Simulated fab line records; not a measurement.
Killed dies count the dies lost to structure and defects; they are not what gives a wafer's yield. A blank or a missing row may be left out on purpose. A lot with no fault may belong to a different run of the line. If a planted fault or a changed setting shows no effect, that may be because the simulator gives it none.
Problem report in the 8D (eight disciplines) form, filled by code + flow gf180mcu + the parts of the form that need people (team, actions taken, sign-off) are left out

1. WHAT IS WRONG
Wafers free of any fault read 49.9 nm (standard deviation 0.65) for SAB_CVD_00_THK at GF_SAB_THK_MEAS_01, against a mean of 59.8 nm on 2 wafers of 2 lots. That puts it +15 standard deviations away from the usual mean.
First observed at day 15 02:58: wafer L298.1, on film_metro-03. At this step, 42 wafers from 14 lots have a number in the record. Rule for "out", or "out of limits": more than 4 standard deviations from the usual mean. All remaining wafers that have a number are taken as sound.

2. WHAT IT IS; WHAT IT IS NOT
| question                    | is                           | is not                                                                                                                          |
|-----------------------------|------------------------------|---------------------------------------------------------------------------------------------------------------------------------|
| which readings at this step | SAB_CVD_00_THK               | -                                                                                                                               |
| which lots                  | L298, L299                   | L296, L297, L300, L310, L311, L312, L313, L314, L316, L317, L318, L319                                                          |
| which wafers of those lots  | L298.1, L299.5               | L298.3, L298.4, L299.1, L299.6                                                                                                  |
| read on which gauges        | film_metro-03, film_metro-04 | film_metro-02                                                                                                                   |
| when                        | from day 15 02:58            | up to then (8 sound wafers); but 32 sound wafers of L299, L300, L310, L311, L312, L313, L314, L316, L317, L318, L319 came after |

3. THE SUSPECTS, EACH WITH WHAT RULES IT OUT
Counting: if a tool at a process step up to the reading ran every lot that is out, it stays a suspect. Sound lots after the first of them don't rule it out here, since some wafers of a struck lot are sound.
- ruled out: the gauge at GF_SAB_THK_MEAS_01. 2 gauges (film_metro-03, film_metro-04) read the wafers that are out.
- pecvd-03 at GF_SAB_CVD_00 (deposits SiO2 from TEOS, target thk 50 nm, time 4.9302 s): kept. It ran every lot that is out, first L298 (day 15 02:57); its last sound lot up to then is L296 (day 14 20:23).
- At GF_SAB_CVD_00, inside pecvd-03: chamber 0 took the wafers that are out, while their sound lot-mates went through chambers 1, 2.
Remaining after the count: pecvd-03 at GF_SAB_CVD_00.

4. THE CAUSE (what the simulator had put in)
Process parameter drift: pecvd-03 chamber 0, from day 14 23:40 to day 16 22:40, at GF_SAB_CVD_00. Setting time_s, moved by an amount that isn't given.
The count eliminated every tool but this one.

5. THE EFFECT CHAIN, in route order
Each row: a reading where the mean over the struck wafers with a number is more than 3 standard deviations away from the usual. Only readings whose record carries a usual standard deviation are examined. hours: median over the lots of the time between each lot's start at the first step of this table that gives one and its start at this step. sigmas: the change, counted in usual standard deviations.
| hours | step               | reading        | usual   | on struck wafers | change | sigmas |
|-------|--------------------|----------------|---------|------------------|--------|--------|
| 0     | GF_SAB_THK_MEAS_01 | SAB_CVD_00_THK | 49.9 nm | 59.8             | +9.9   | +15    |

6. WHAT WOULD HAVE CAUGHT IT SOONER
Counted from the fault's start at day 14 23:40, it took 3 hours until the first out-of-limits reading at a measuring or inspecting step in this record, taken at day 15 02:58.
No tool reading at GF_SAB_CVD_00 that has a usual standard deviation in the record was out on any struck wafer, so an alarm limit of 4 standard deviations on those readings would not have fired.
Of the lots that are out (2), L299 began GF_SAB_CVD_00 on pecvd-03 after day 15 02:58. A tool hold placed at that time would have kept it from harm.
